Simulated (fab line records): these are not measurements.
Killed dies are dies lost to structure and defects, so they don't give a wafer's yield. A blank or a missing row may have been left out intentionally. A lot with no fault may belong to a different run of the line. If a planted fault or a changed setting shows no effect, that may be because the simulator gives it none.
Matching of chambers || flow gf180mcu || 4 sister chambers for GF_STI_WET_ETCH_26 on wetBench-02
The step etches SiO2 in dHF, target depth 94 nm, time 188 s. 4 wafers are shown with their chamber, then 8 later ones without.

## WAFERS, EACH WITH ITS CHAMBER
{"wafer": "L167.5", "chamber": 2, "runLengthS (s)": 213}
{"wafer": "L170.6", "chamber": 0, "runLengthS (s)": 213}
{"wafer": "L172.6", "chamber": 3, "runLengthS (s)": 214}
{"wafer": "L185.2", "chamber": 1, "runLengthS (s)": 214}

## WAFERS WITH NO CHAMBER GIVEN
{"wafer": "L185.5", "runLengthS (s)": 214}
{"wafer": "L185.6", "runLengthS (s)": 214}
{"wafer": "L187.1", "runLengthS (s)": 221}
{"wafer": "L187.4", "runLengthS (s)": 221}
{"wafer": "L187.6", "runLengthS (s)": 221}
{"wafer": "L188.1", "runLengthS (s)": 221}
{"wafer": "L188.2", "runLengthS (s)": 221}
{"wafer": "L188.6", "runLengthS (s)": 221}

## WHICH CHAMBER EACH ONE RAN IN
{"wafer": "L185.5", "from the rows above": "can't be placed: 1 or 3 or 0 or 2", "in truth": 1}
{"wafer": "L185.6", "from the rows above": "can't be placed: 1 or 3 or 0 or 2", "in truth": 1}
{"wafer": "L187.1", "from the rows above": "can't be placed: 1 or 3 or 0 or 2", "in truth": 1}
{"wafer": "L187.4", "from the rows above": "can't be placed: 1 or 3 or 0 or 2", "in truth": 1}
{"wafer": "L187.6", "from the rows above": "can't be placed: 1 or 3 or 0 or 2", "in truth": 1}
{"wafer": "L188.1", "from the rows above": "can't be placed: 1 or 3 or 0 or 2", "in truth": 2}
{"wafer": "L188.2", "from the rows above": "can't be placed: 1 or 3 or 0 or 2", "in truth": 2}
{"wafer": "L188.6", "from the rows above": "can't be placed: 1 or 3 or 0 or 2", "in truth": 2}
Placed correctly: 0 of 8. Can't be placed from these rows: 8 (the true chamber is among the candidates in 8). 0 placed wrongly.
How it was worked out, from the rows above alone: a wafer's distance from a chamber is the root of the sum, over the readings, of the square of ((its reading less the chamber's mean) divided by the reading's scatter). The wafer belongs to the nearest chamber; if the next one is less than 2 further off, it can't be placed. Each chamber's mean is taken over the wafers shown for it. The scatter (one wafer shown for each chamber): square how far every hidden wafer sits from the nearest shown wafer, average those squares and take the square root.
